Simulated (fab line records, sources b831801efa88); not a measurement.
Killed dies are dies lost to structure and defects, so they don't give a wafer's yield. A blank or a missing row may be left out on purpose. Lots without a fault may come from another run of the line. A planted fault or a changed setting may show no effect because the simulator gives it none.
A struck lot beside a sound one | flow sky130 | 24 steps out of a route of 708
Sound: wafers L319.1, L319.2, L319.3. Struck: wafer L322.4. (L322.3 of the same lot was not struck and is left out.) The cause comes at the end.
At each step with rows: each side's tool, then ch and its chambers, then its first start. Under that, the readings that differ: sound wafers | struck wafers | difference of the means | sigmas: that difference in standard deviations of wafers without a fault.
alike: readings whose means differ by less than 2 such deviations, and words and numbers that are the same on both sides. not compared: withheld readings, readings that some wafer has no value for, bounds like >300 that may hide the same value, and numbers for which the record gives no deviation and whose values overlap.
The two part at a step that has a row with sigmas, a row that says differs or no value, or rows on one side only. Numbers that don't overlap but have no deviation are shown without sigmas and don't part them. A reading that every wafer of one side lacks parts them only if that side has two wafers or more.

first, 8 steps without rows for these wafers: SKY_RES_XHIGH_DEHYDRATE_00 (time 60 s); SKY_RES_XHIGH_HMDS_01 (prime time 60 s); SKY_RES_XHIGH_COAT_02 (resist thk 1140 nm); SKY_RES_XHIGH_SOFTBAKE_03 (time 60 s); SKY_RES_XHIGH_EXPOSE_04 (exposes mask URPM, target cd 1270 nm); SKY_RES_XHIGH_PEB_05; SKY_RES_XHIGH_DEVELOP_06 (develop time 60 s); SKY_RES_XHIGH_IMPLANT_07.
SKY_RES_XHIGH_STRIP_08: strips in O2/N2.
  sound on plasma_asher-04 ch 0,1, day 31 03:22; struck on plasma_asher-03 ch 0, day 32 04:01
  alike: drypump_motor_current_A, oes_product_au, strip_time_to_endpoint_s
  not compared: rf_hours_counter_h
SKY_RES_XHIGH_TW_MEAS_09:
  sound on film_metro-04, day 31 03:28; struck on film_metro-02, day 32 04:05
  reading      | sound          | struck | difference | sigmas
  RES_XHIGH_TW | 1659 1660 1658 | 1636   | -23        | -2
then, 2 steps without rows for these wafers: SKY_SD_N_DEHYDRATE_00 (time 60 s); SKY_SD_N_HMDS_01 (prime time 60 s).
SKY_SD_N_COAT_02: resist thk 1140 nm.
  sound on litho_track-02 ch 0, day 31 17:10; struck on litho_track-01 ch 0, day 32 17:34
  reading                                   | sound          | struck | difference | sigmas
  model.NOVOLAK_of_SD_N_COAT_02.thk_nm (nm) | 1154 1145 1145 | 813.7  | -334.3     |
then, 3 steps without rows for these wafers: SKY_SD_N_SOFTBAKE_03 (time 60 s); SKY_SD_N_EXPOSE_04 (exposes mask NSDM, target cd 380 nm); SKY_SD_N_PEB_05.
SKY_SD_N_DEVELOP_06: develop time 60 s.
  sound on litho_track-03 ch 0, day 32 06:59; struck on litho_track-03 ch 0, day 33 07:02
  reading                                   | sound          | struck | difference | sigmas
  model.NOVOLAK_of_SD_N_COAT_02.thk_nm (nm) | 1153 1144 1144 | 813.3  | -333.7     |
SKY_SD_N_CD_MEAS_07: target cd 380 nm.
  sound on cd_sem-02, day 32 07:08; struck on cd_sem-02, day 33 07:10
  reading    | sound             | struck | difference | sigmas
  cd_nm (nm) | 380.9 379.7 381.8 | 419.2  | +38.4      | +17
SKY_SD_N_OVL_MEAS_08:
  sound on overlay-02, day 32 07:15; struck on overlay-02, day 33 07:16
  alike: SD_N_OVL
then, 2 steps without rows for these wafers: SKY_SD_N_IMPLANT_09; SKY_SD_N_IMPLANT_10.
SKY_SD_N_STRIP_11: strips in O2/N2.
  sound on plasma_asher-02 ch 0,1, day 32 07:35; struck on plasma_asher-02 ch 0, day 33 07:37
  reading                      | sound             | struck | difference | sigmas
  oes_product_au (a.u.)        | 0.525 0.528 0.526 | 0.483  | -0.043     | -10
  strip_time_to_endpoint_s (s) | 22.67 22.59 22.62 | 18.85  | -3.78      | -79
  alike: drypump_motor_current_A
  not compared: rf_hours_counter_h
SKY_SD_N_TW_MEAS_12:
  sound on film_metro-01, day 32 07:41; struck on film_metro-04, day 33 07:43
  alike: SD_N_TW
-- the record jumps here: 16 days lie between the struck wafers' starts before and after (it left off in module SD_N and takes up again in module PAD_OPEN, whose first step shown is number 708 of the route) --
SKY_PAD_OPEN_PROBE_99:
  the record has rows for the struck wafers here (prober-01, day 49 14:02) and none for the sound ones

WHERE THEY PART
First at SKY_RES_XHIGH_TW_MEAS_09; last, within this record, at SKY_PAD_OPEN_PROBE_99.

WHY: what the simulator had put in
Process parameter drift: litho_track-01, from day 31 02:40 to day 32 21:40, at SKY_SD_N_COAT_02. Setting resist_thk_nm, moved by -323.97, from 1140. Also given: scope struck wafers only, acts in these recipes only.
